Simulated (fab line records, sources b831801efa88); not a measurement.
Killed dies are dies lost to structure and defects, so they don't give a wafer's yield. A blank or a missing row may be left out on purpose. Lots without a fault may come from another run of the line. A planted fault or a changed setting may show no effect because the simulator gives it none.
Which tool did it? | flow gf180mcu | 13 lots, 37 wafers sampled, at 6 steps of a route of 602

WHAT THE GAUGES READ, wafer by wafer
GF_STI_THK_MEAS_02. Usual: STI_OXIDATION_THK 9.98 nm, standard deviation 0.18.
lot  | measured    | on            | STI_OXIDATION_THK (nm) | flag
L571 | day 1 11:47 | film_metro-03 | 9.88 10.08 10.03       |
L572 | day 1 16:31 | film_metro-03 | 10.09 9.82 9.93        |
L573 | day 1 22:04 | film_metro-03 | 10.29 10.21 10.06      |
L574 | day 2 02:32 | film_metro-01 | 10.17 10.19 10.16      |
L575 | day 2 07:52 | film_metro-03 | 10.32 10.33 10.36      |
L578 | day 2 22:58 | film_metro-04 | 9.93 10.10 9.83        |
L580 | day 3 08:31 | film_metro-03 | 9.82 9.83              |
L582 | day 3 18:46 | film_metro-04 | 9.99 10.15             |
L589 | day 5 05:31 | film_metro-03 | 10.04 9.91 9.68        |
L590 | day 5 10:59 | film_metro-03 | 9.88 9.78 9.86         |
L592 | day 5 20:31 | film_metro-03 | 10.08 10.00 9.99       |
L593 | day 6 02:19 | film_metro-04 | 10.20 10.13 9.99       |
L594 | day 6 06:31 | film_metro-03 | 9.90 9.75 9.96         |

GF_STI_THK_MEAS_30. Usual: STI_OXIDATION_02_THK 9.99 nm, standard deviation 0.24.
lot  | measured    | on            | STI_OXIDATION_02_THK (nm) | flag
L571 | day 2 09:15 | film_metro-03 | 10.24 10.42 10.36         |
L572 | day 2 11:29 | film_metro-03 | 10.03 10.05 10.14         |
L573 | day 2 17:08 | film_metro-03 | 10.20 9.99 10.08          |
L574 | day 2 21:52 | film_metro-01 | 9.88 9.64 9.69            |
L575 | day 3 02:58 | film_metro-01 | 9.88 9.87 9.92            |
L578 | day 3 18:28 | film_metro-04 | 10.47 10.45 10.52         |
L580 | day 4 05:19 | film_metro-04 | 9.58 9.72                 |
L582 | day 4 14:49 | film_metro-01 | 10.00 10.05               |
L589 | day 6 03:47 | film_metro-04 | 10.01 10.12 10.14         |
L590 | day 6 08:22 | film_metro-03 | 9.95 10.18 9.98           |
L592 | day 6 20:19 | film_metro-04 | 9.96 10.10 10.12          |
L593 | day 7 00:49 | film_metro-04 | 9.87 9.71 9.88            |
L594 | day 7 05:41 | film_metro-03 | 10.18 10.16 10.24         |

GF_NWELL_TW_MEAS_11. Usual: NWELL_TW 1572, standard deviation 10.
lot  | measured    | on            | NWELL_TW       | flag
L571 | day 3 11:04 | film_metro-01 | 1582 1580 1583 |
L572 | day 3 14:52 | film_metro-02 | 1580 1572 1567 |
L573 | day 3 20:22 | film_metro-04 | 1570 1568 1565 |
L574 | day 4 01:20 | film_metro-01 | 1586 1589 1583 |
L575 | day 4 06:35 | film_metro-04 | 1576 1582 1573 |
L578 | day 4 22:28 | film_metro-01 | 1596 1585 1585 |
L580 | day 5 11:04 | film_metro-02 | 1476 1570      | OFF
L582 | day 5 20:16 | film_metro-02 | 1463 1567      | OFF
L589 | day 7 11:58 | film_metro-02 | 1570 1568 1569 |
L590 | day 7 17:10 | film_metro-02 | 1569 1568 1574 |
L592 | day 8 05:44 | film_metro-01 | 1564 1554 1562 |
L593 | day 8 11:08 | film_metro-04 | 1569 1576 1563 |
L594 | day 8 15:26 | film_metro-04 | 1572 1565 1566 |

GF_VT_IMPLANT_RS_MEAS_47: measures by four-point-probe. Usual: NWELL_RS 488.3 ohm/sq, standard deviation 1.8.
lot  | measured     | on            | NWELL_RS (ohm/sq) | flag
L571 | day 7 21:51  | film_metro-04 | 488.3 489.8 489.7 |
L572 | day 8 02:53  | film_metro-02 | 488.2 489.4 490.0 |
L573 | day 8 10:22  | film_metro-01 | 486.1 486.5 486.5 |
L574 | day 8 16:29  | film_metro-04 | 487.6 487.2 488.1 |
L575 | day 8 21:08  | film_metro-04 | 490.2 487.3 489.2 |
L578 | day 9 20:40  | film_metro-02 | 487.2 487.4 488.6 |
L580 | day 10 09:10 | film_metro-01 | 551.0 483.9       | OFF
L582 | day 10 19:48 | film_metro-01 | 553.9 485.6       | OFF
L589 | day 12 21:25 | film_metro-02 | 489.1 487.5 489.3 |
L590 | day 13 04:09 | film_metro-02 | 489.6 489.6 488.8 |
L592 | day 13 19:10 | film_metro-04 | 490.1 487.6 489.6 |
L593 | day 14 00:25 | film_metro-04 | 490.0 490.3 490.4 |
L594 | day 14 08:34 | film_metro-04 | 486.6 486.9 487.9 |

WHICH TOOL RAN EACH LOT (tool, then ch and the chambers of the sampled wafers, then the start)
lot  | GF_DNWELL_STRIP_08                  | GF_NWELL_IMPLANT_08
L571 | plasma_asher-01 ch 0,1, day 2 20:56 | implanter-01 ch 0, day 3 10:40
L572 | plasma_asher-01 ch 0,1, day 3 00:46 | implanter-03 ch 0, day 3 14:28
L573 | plasma_asher-04 ch 0,1, day 3 06:23 | implanter-01 ch 0, day 3 19:58
L574 | plasma_asher-02 ch 0,1, day 3 11:25 | implanter-04 ch 0, day 4 00:58
L575 | plasma_asher-02 ch 0,1, day 3 15:52 | implanter-01 ch 0, day 4 06:13
L578 | plasma_asher-04 ch 0,1, day 4 08:05 | implanter-03 ch 0, day 4 22:04
L580 | plasma_asher-04 ch 0,1, day 4 19:17 | implanter-03 ch 0, day 5 10:41
L582 | plasma_asher-01 ch 0,1, day 5 05:02 | implanter-03 ch 0, day 5 19:52
L589 | plasma_asher-01 ch 0,1, day 6 19:37 | implanter-01 ch 0, day 7 11:34
L590 | plasma_asher-04 ch 0,1, day 6 23:50 | implanter-04 ch 0, day 7 16:46
L592 | plasma_asher-04 ch 0,1, day 7 12:10 | implanter-04 ch 0, day 8 05:21
L593 | plasma_asher-02 ch 0,1, day 7 17:16 | implanter-01 ch 0, day 8 10:44
L594 | plasma_asher-04 ch 0,1, day 7 22:04 | implanter-04 ch 0, day 8 15:03
- GF_DNWELL_STRIP_08: strips in O2/N2.
- GF_NWELL_IMPLANT_08

WHAT THE TOOLS THEMSELVES READ (means of the sampled wafers that have a number; where no wafer has one, the mark that the record gives instead)
GF_DNWELL_STRIP_08. Usual: drypump_motor_current_A 5.55 A, standard deviation 0.28; heater_power_w 341 W, standard deviation 28; oes_product_au 0.722 a.u., standard deviation 0.0044; strip_time_to_endpoint_s 36.93 s, standard deviation 0.1.
lot  | tool            | drypump_motor_current_A (A) | heater_power_w (W) | oes_product_au (a.u.) | strip_time_to_endpoint_s (s) | flag
L571 | plasma_asher-01 | 5.46                        | 367                | 0.722                 | 36.90                        |
L572 | plasma_asher-01 | 5.36                        | 347                | 0.720                 | 36.89                        |
L573 | plasma_asher-04 | 5.52                        | 318                | 0.722                 | 37.00                        |
L574 | plasma_asher-02 | 5.57                        | 347                | 0.722                 | 36.92                        |
L575 | plasma_asher-02 | 5.89                        | 361                | 0.720                 | 36.83                        |
L578 | plasma_asher-04 | 5.55                        | 322                | 0.723                 | 37.09                        |
L580 | plasma_asher-04 | 5.55                        | 318                | 0.720                 | 36.99                        |
L582 | plasma_asher-01 | 5.41                        | 352                | 0.723                 | 37.05                        |
L589 | plasma_asher-01 | 5.48                        | 362                | 0.721                 | 36.77                        |
L590 | plasma_asher-04 | 5.55                        | 322                | 0.722                 | 36.84                        |
L592 | plasma_asher-04 | 5.58                        | 312                | 0.722                 | 37.00                        |
L593 | plasma_asher-02 | 5.87                        | 359                | 0.723                 | 37.03                        |
L594 | plasma_asher-04 | 5.59                        | 318                | 0.719                 | 37.03                        |

GF_NWELL_IMPLANT_08. Usual: beam_on_s 9.99 s, standard deviation 0.21; faraday_current_uA 84.7, standard deviation 1.7.
lot  | tool         | beam_on_s (s) | faraday_current_uA | flag
L571 | implanter-01 | 10.12         | 83.6               |
L572 | implanter-03 | 9.84          | 86.0               |
L573 | implanter-01 | 9.91          | 85.1               |
L574 | implanter-04 | 9.81          | 86.1               |
L575 | implanter-01 | 10.13         | 83.6               |
L578 | implanter-03 | 9.93          | 85.3               |
L580 | implanter-03 | 8.74          | 98.1               | OFF
L582 | implanter-03 | 8.81          | 98.0               | OFF
L589 | implanter-01 | 9.76          | 86.8               |
L590 | implanter-04 | 10.02         | 84.2               |
L592 | implanter-04 | 10.02         | 84.4               |
L593 | implanter-01 | 9.96          | 85.3               |
L594 | implanter-04 | 10.16         | 83.3               |

THE ANSWER, worked out from the rows above alone
Rule: a lot is off if the mean of its wafers that have a number lies more than 3 standard deviations from the usual mean. A lot without any number at a reading at which 4 lots or more have one is off too. The other lots that the step has rows for count as sound. The gauges are gone through in route order, then the tools' own readings, and for those a lot's mean is taken as printed above. The first step at which some lot is off is used, and at that step the reading that is off furthest; a lot without a number counts as furthest.
Off: L580, L582, at GF_NWELL_TW_MEAS_11 (NWELL_TW).
A tool fits if, at a process step before that reading, it ran every lot that is off, and no sound lot after the first of them. The gauges at GF_NWELL_TW_MEAS_11 aren't tried: what is off there is off at GF_VT_IMPLANT_RS_MEAS_47 too, on other tools, and a gauge's error can't cause that. One fits: implanter-03 at GF_NWELL_IMPLANT_08. Its last sound lot is L578 (day 4 22:04), its first lot that is off L580 (day 5 10:41): a fault that began between those two fits.
The tool's own readings at GF_NWELL_IMPLANT_08 bear it out: on the lots that are off they differ by more than 5 times the standard deviation of the sound lots' means. beam_on_s reads 8.78 s there against 9.97 s on the sound lots; faraday_current_uA reads 98.0 there against 84.9 on the sound lots.

WHAT THE SIMULATOR HAD PUT IN
Process parameter drift: implanter-03, from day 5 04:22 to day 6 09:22, at GF_NWELL_IMPLANT_08. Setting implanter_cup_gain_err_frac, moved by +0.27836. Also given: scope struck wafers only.
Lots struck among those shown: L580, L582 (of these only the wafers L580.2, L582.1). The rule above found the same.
